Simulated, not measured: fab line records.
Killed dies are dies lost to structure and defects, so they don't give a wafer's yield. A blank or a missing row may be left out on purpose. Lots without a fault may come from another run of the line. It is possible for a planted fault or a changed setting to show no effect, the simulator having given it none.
What tool caused it? || flow sky130 || 13 lots with 39 wafers sampled at 4 steps, on a route of 708 steps

WHAT THE GAUGES READ, wafer by wafer
No reading from a measuring or inspecting step in the record can be judged against a usual standard deviation.

WHAT TOOL EACH LOT RAN ON (gives the tool, then ch and the chambers of the sampled wafers, and finally the start)
{"lot": "L521", "SKY_SONOS_ONO_OXIDATION_00": "furnace-01 ch 0, day 11 11:38", "SKY_LI_CONTACT_CVD_21": "cvdW-02 ch 0,1, day 29 00:29", "SKY_CONTACT_CMP_27": "cmp-02 ch 0,1,2, day 31 08:35", "SKY_METAL1_SPUTTER_01": "pvdSputter-02, day 31 08:49"}
{"lot": "L522", "SKY_SONOS_ONO_OXIDATION_00": "furnace-01 ch 0, day 11 18:05", "SKY_LI_CONTACT_CVD_21": "cvdW-01 ch 0,1, day 29 07:05", "SKY_CONTACT_CMP_27": "cmp-02 ch 2,3, day 31 17:57", "SKY_METAL1_SPUTTER_01": "pvdSputter-04, day 31 18:13"}
{"lot": "L523", "SKY_SONOS_ONO_OXIDATION_00": "furnace-02 ch 0, day 12 01:55", "SKY_LI_CONTACT_CVD_21": "cvdW-01 ch 0,1, day 29 20:08", "SKY_CONTACT_CMP_27": "cmp-01 ch 1,2,3, day 32 05:17", "SKY_METAL1_SPUTTER_01": "pvdSputter-03, day 32 05:37"}
{"lot": "L524", "SKY_SONOS_ONO_OXIDATION_00": "furnace-02 ch 0, day 12 09:10", "SKY_LI_CONTACT_CVD_21": "cvdW-01 ch 0,1, day 30 12:35", "SKY_CONTACT_CMP_27": "cmp-02 ch 0,1,2, day 32 21:13", "SKY_METAL1_SPUTTER_01": "pvdSputter-04, day 32 21:32"}
{"lot": "L525", "SKY_SONOS_ONO_OXIDATION_00": "furnace-01 ch 0, day 13 04:14", "SKY_LI_CONTACT_CVD_21": "cvdW-02 ch 0,1, day 31 02:26", "SKY_CONTACT_CMP_27": "cmp-02 ch 1,2, day 33 10:18", "SKY_METAL1_SPUTTER_01": "pvdSputter-03, day 33 10:37"}
{"lot": "L526", "SKY_SONOS_ONO_OXIDATION_00": "furnace-02 ch 0, day 13 18:38", "SKY_LI_CONTACT_CVD_21": "cvdW-02 ch 0,1, day 31 07:59", "SKY_CONTACT_CMP_27": "cmp-01 ch 0,2,3, day 33 16:14", "SKY_METAL1_SPUTTER_01": "pvdSputter-03, day 33 16:31"}
{"lot": "L527", "SKY_SONOS_ONO_OXIDATION_00": "furnace-01 ch 0, day 13 19:28", "SKY_LI_CONTACT_CVD_21": "cvdW-02 ch 0,1, day 31 11:14", "SKY_CONTACT_CMP_27": "cmp-01 ch 1,2,3, day 33 20:26", "SKY_METAL1_SPUTTER_01": "pvdSputter-03, day 33 20:36"}
{"lot": "L528", "SKY_SONOS_ONO_OXIDATION_00": "furnace-02 ch 0, day 14 09:47", "SKY_LI_CONTACT_CVD_21": "cvdW-02 ch 0,1, day 32 03:02", "SKY_CONTACT_CMP_27": "cmp-01 ch 2,3, day 34 11:16", "SKY_METAL1_SPUTTER_01": "pvdSputter-04, day 34 11:35"}
{"lot": "L529", "SKY_SONOS_ONO_OXIDATION_00": "furnace-01 ch 0, day 14 12:23", "SKY_LI_CONTACT_CVD_21": "cvdW-02 ch 0,1, day 32 10:47", "SKY_CONTACT_CMP_27": "cmp-02 ch 1,2,3, day 34 19:09", "SKY_METAL1_SPUTTER_01": "pvdSputter-04, day 34 19:28"}
{"lot": "L535", "SKY_SONOS_ONO_OXIDATION_00": "furnace-02 ch 0, day 16 07:13", "SKY_LI_CONTACT_CVD_21": "cvdW-01 ch 0, day 34 22:26", "SKY_CONTACT_CMP_27": "cmp-02 ch 0,3, day 37 06:27", "SKY_METAL1_SPUTTER_01": "pvdSputter-02, day 37 06:46"}
{"lot": "L538", "SKY_SONOS_ONO_OXIDATION_00": "furnace-02 ch 0, day 17 10:08", "SKY_LI_CONTACT_CVD_21": "cvdW-02 ch 0,1, day 35 00:17", "SKY_CONTACT_CMP_27": "cmp-01 ch 0,1,3, day 37 08:10", "SKY_METAL1_SPUTTER_01": "pvdSputter-02, day 37 08:24"}
{"lot": "L539", "SKY_SONOS_ONO_OXIDATION_00": "furnace-01 ch 0, day 17 20:01", "SKY_LI_CONTACT_CVD_21": "cvdW-02 ch 0,1, day 35 09:40", "SKY_CONTACT_CMP_27": "cmp-02 ch 2,3, day 37 17:21", "SKY_METAL1_SPUTTER_01": "pvdSputter-04, day 37 17:37"}
{"lot": "L543", "SKY_SONOS_ONO_OXIDATION_00": "furnace-01 ch 0, day 19 15:37", "SKY_LI_CONTACT_CVD_21": "cvdW-02 ch 0,1, day 37 01:27", "SKY_CONTACT_CMP_27": "cmp-02 ch 0,1,2, day 39 08:03", "SKY_METAL1_SPUTTER_01": "pvdSputter-03, day 39 08:22"}
- SKY_SONOS_ONO_OXIDATION_00: stabilise 600 s, purge 300 s, target thk 2.6 nm.
- SKY_LI_CONTACT_CVD_21: deposits W, target thk 400 nm, time 120.56 s.
- SKY_CONTACT_CMP_27: polishes, stops on SiO2, t overpolish 15 s, target thk 0 nm.
- SKY_METAL1_SPUTTER_01: material TiN, target thk 20 nm, time 16.7 s.

AS READ BY THE TOOLS THEMSELVES (means over the sampled wafers that have a number; for cases with no such wafer, the mark the record gives instead)
SKY_SONOS_ONO_OXIDATION_00.
{"lot": "L521", "tool": "furnace-01", "rampUpCPerMin": 9.9993, "spikeTcCentreC (C)": 800.3, "spikeTcUpperC (C)": 800.3, "zonePowerUpperPct (%)": 14.2}
{"lot": "L522", "tool": "furnace-01", "rampUpCPerMin": 9.9986, "spikeTcCentreC (C)": 799.0, "spikeTcUpperC (C)": 799.4, "zonePowerUpperPct (%)": 14.2}
{"lot": "L523", "tool": "furnace-02", "rampUpCPerMin": 10.0002, "spikeTcCentreC (C)": 799.3, "spikeTcUpperC (C)": 797.7, "zonePowerUpperPct (%)": 13.2}
{"lot": "L524", "tool": "furnace-02", "rampUpCPerMin": 9.9993, "spikeTcCentreC (C)": 799.6, "spikeTcUpperC (C)": 799.3, "zonePowerUpperPct (%)": 13.3}
{"lot": "L525", "tool": "furnace-01", "rampUpCPerMin": 10.0008, "spikeTcCentreC (C)": 800.8, "spikeTcUpperC (C)": 799.0, "zonePowerUpperPct (%)": 14.3}
{"lot": "L526", "tool": "furnace-02", "rampUpCPerMin": 10.0008, "spikeTcCentreC (C)": 798.2, "spikeTcUpperC (C)": 798.5, "zonePowerUpperPct (%)": 13.5}
{"lot": "L527", "tool": "furnace-01", "rampUpCPerMin": 10.0002, "spikeTcCentreC (C)": 800.1, "spikeTcUpperC (C)": 799.2, "zonePowerUpperPct (%)": 14.3}
{"lot": "L528", "tool": "furnace-02", "rampUpCPerMin": 9.9984, "spikeTcCentreC (C)": 799.0, "spikeTcUpperC (C)": 798.8, "zonePowerUpperPct (%)": 13.3}
{"lot": "L529", "tool": "furnace-01", "rampUpCPerMin": 9.9986, "spikeTcCentreC (C)": 800.0, "spikeTcUpperC (C)": 800.3, "zonePowerUpperPct (%)": 14.3}
{"lot": "L535", "tool": "furnace-02", "rampUpCPerMin": 10.0007, "spikeTcCentreC (C)": 803.1, "spikeTcUpperC (C)": 765.5, "zonePowerUpperPct (%)": 3.4}
{"lot": "L538", "tool": "furnace-02", "rampUpCPerMin": 9.9993, "spikeTcCentreC (C)": 804.8, "spikeTcUpperC (C)": 765.8, "zonePowerUpperPct (%)": 3.4}
{"lot": "L539", "tool": "furnace-01", "rampUpCPerMin": 10.0000, "spikeTcCentreC (C)": 800.3, "spikeTcUpperC (C)": 799.3, "zonePowerUpperPct (%)": 14.2}
{"lot": "L543", "tool": "furnace-01", "rampUpCPerMin": 9.9990, "spikeTcCentreC (C)": 800.1, "spikeTcUpperC (C)": 799.6, "zonePowerUpperPct (%)": 14.2}

SKY_LI_CONTACT_CVD_21.
{"lot": "L521", "tool": "cvdW-02", "heaterPowerW (W)": 791}
{"lot": "L522", "tool": "cvdW-01", "heaterPowerW (W)": 759}
{"lot": "L523", "tool": "cvdW-01", "heaterPowerW (W)": 758}
{"lot": "L524", "tool": "cvdW-01", "heaterPowerW (W)": 765}
{"lot": "L525", "tool": "cvdW-02", "heaterPowerW (W)": 809}
{"lot": "L526", "tool": "cvdW-02", "heaterPowerW (W)": 824}
{"lot": "L527", "tool": "cvdW-02", "heaterPowerW (W)": 803}
{"lot": "L528", "tool": "cvdW-02", "heaterPowerW (W)": 814}
{"lot": "L529", "tool": "cvdW-02", "heaterPowerW (W)": 812}
{"lot": "L535", "tool": "cvdW-01", "heaterPowerW (W)": 763}
{"lot": "L538", "tool": "cvdW-02", "heaterPowerW (W)": 819}
{"lot": "L539", "tool": "cvdW-02", "heaterPowerW (W)": 810}
{"lot": "L543", "tool": "cvdW-02", "heaterPowerW (W)": 810}

SKY_CONTACT_CMP_27.
{"lot": "L521", "tool": "cmp-02", "motorCurrentA (A)": 10.7, "overpolishRunS (s)": 14.994, "slurryFlowMlMin": 150.1, "timeToEndpointS (s)": 84}
{"lot": "L522", "tool": "cmp-02", "motorCurrentA (A)": 9.3, "overpolishRunS (s)": 14.997, "slurryFlowMlMin": 150.2, "timeToEndpointS (s)": 81}
{"lot": "L523", "tool": "cmp-01", "motorCurrentA (A)": 10.2, "overpolishRunS (s)": 14.997, "slurryFlowMlMin": 149.9, "timeToEndpointS (s)": 85}
{"lot": "L524", "tool": "cmp-02", "motorCurrentA (A)": 10.6, "overpolishRunS (s)": 15.011, "slurryFlowMlMin": 150.0, "timeToEndpointS (s)": 86}
{"lot": "L525", "tool": "cmp-02", "motorCurrentA (A)": 9.4, "overpolishRunS (s)": 15.003, "slurryFlowMlMin": 150.9, "timeToEndpointS (s)": 84}
{"lot": "L526", "tool": "cmp-01", "motorCurrentA (A)": 10.7, "overpolishRunS (s)": 15.008, "slurryFlowMlMin": 149.2, "timeToEndpointS (s)": 82}
{"lot": "L527", "tool": "cmp-01", "motorCurrentA (A)": 9.9, "overpolishRunS (s)": 15.006, "slurryFlowMlMin": 149.9, "timeToEndpointS (s)": 82}
{"lot": "L528", "tool": "cmp-01", "motorCurrentA (A)": 10.5, "overpolishRunS (s)": 15.002, "slurryFlowMlMin": 148.9, "timeToEndpointS (s)": 80}
{"lot": "L529", "tool": "cmp-02", "motorCurrentA (A)": 10.0, "overpolishRunS (s)": 14.998, "slurryFlowMlMin": 150.1, "timeToEndpointS (s)": 81}
{"lot": "L535", "tool": "cmp-02", "motorCurrentA (A)": 11.6, "overpolishRunS (s)": 14.998, "slurryFlowMlMin": 149.9, "timeToEndpointS (s)": 81}
{"lot": "L538", "tool": "cmp-01", "motorCurrentA (A)": 9.7, "overpolishRunS (s)": 15.003, "slurryFlowMlMin": 149.3, "timeToEndpointS (s)": 76}
{"lot": "L539", "tool": "cmp-02", "motorCurrentA (A)": 10.2, "overpolishRunS (s)": 15.007, "slurryFlowMlMin": 150.0, "timeToEndpointS (s)": 79}
{"lot": "L543", "tool": "cmp-02", "motorCurrentA (A)": 10.8, "overpolishRunS (s)": 15.001, "slurryFlowMlMin": 150.2, "timeToEndpointS (s)": 88}

SKY_METAL1_SPUTTER_01.
{"lot": "L521", "tool": "pvdSputter-02", "throttleValvePct (%)": 29.6}
{"lot": "L522", "tool": "pvdSputter-04", "throttleValvePct (%)": 31.4}
{"lot": "L523", "tool": "pvdSputter-03", "throttleValvePct (%)": 30.2}
{"lot": "L524", "tool": "pvdSputter-04", "throttleValvePct (%)": 31.2}
{"lot": "L525", "tool": "pvdSputter-03", "throttleValvePct (%)": 29.4}
{"lot": "L526", "tool": "pvdSputter-03", "throttleValvePct (%)": 29.6}
{"lot": "L527", "tool": "pvdSputter-03", "throttleValvePct (%)": 30.1}
{"lot": "L528", "tool": "pvdSputter-04", "throttleValvePct (%)": 29.9}
{"lot": "L529", "tool": "pvdSputter-04", "throttleValvePct (%)": 30.1}
{"lot": "L535", "tool": "pvdSputter-02", "throttleValvePct (%)": 30.0}
{"lot": "L538", "tool": "pvdSputter-02", "throttleValvePct (%)": 29.5}
{"lot": "L539", "tool": "pvdSputter-04", "throttleValvePct (%)": 29.0}
{"lot": "L543", "tool": "pvdSputter-03", "throttleValvePct (%)": 29.5}

THE ANSWER, worked out from the rows above alone
Rule: the usual values come from the lots themselves. The widest of any qualifying gaps counts: lots, ordered by their means at a reading, are off when they make up no more than a third of the lots, leave a main group of 4 or more, and stand apart from it by 3 or more times the standard deviation of that group's means. The tables above print the reading to a certain number of digits; a main group whose means all agree to those digits is not used. Also off: a lot with no number at a reading for which 4 or more lots have one. Where the step has rows for the other lots, those lots are counted as sound. After the gauges, taken in route order, come the tools' own readings; for these a lot's mean is taken, as printed above. The first step at which some lot is off is used, and at that step the reading that is off furthest; a lot without a number counts as furthest.
Off: L535, L538 (SKY_SONOS_ONO_OXIDATION_00, spikeTcUpperC). Mean 799.2 C and standard deviation 0.71 in the main group.
If a tool, at that step or one of the process steps before it, ran each lot that is off and ran no sound lot following the first of them, it fits. One candidate fits, namely furnace-02 at SKY_SONOS_ONO_OXIDATION_00. A fault onset in the window from L528 (day 14 09:47, its last sound lot) to L535 (day 16 07:13, its first lot off) fits.
The tool's own readings at SKY_SONOS_ONO_OXIDATION_00 bear it out: on the lots that are off they differ by more than 5 times the standard deviation of the sound lots' means. spikeTcCentreC reads 804.0 C there against 799.7 C on the sound lots; spikeTcUpperC reads 765.6 C there against 799.2 C on the sound lots; zonePowerUpperPct reads 3.4 % there against 13.9 % on the sound lots.

WHAT WAS PUT IN BY THE SIMULATOR
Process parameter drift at SKY_SONOS_ONO_OXIDATION_00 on furnace-02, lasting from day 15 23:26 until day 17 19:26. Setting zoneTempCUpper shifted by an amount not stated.
Lots struck among those shown: L535, L538. This agrees with what the rule above found.
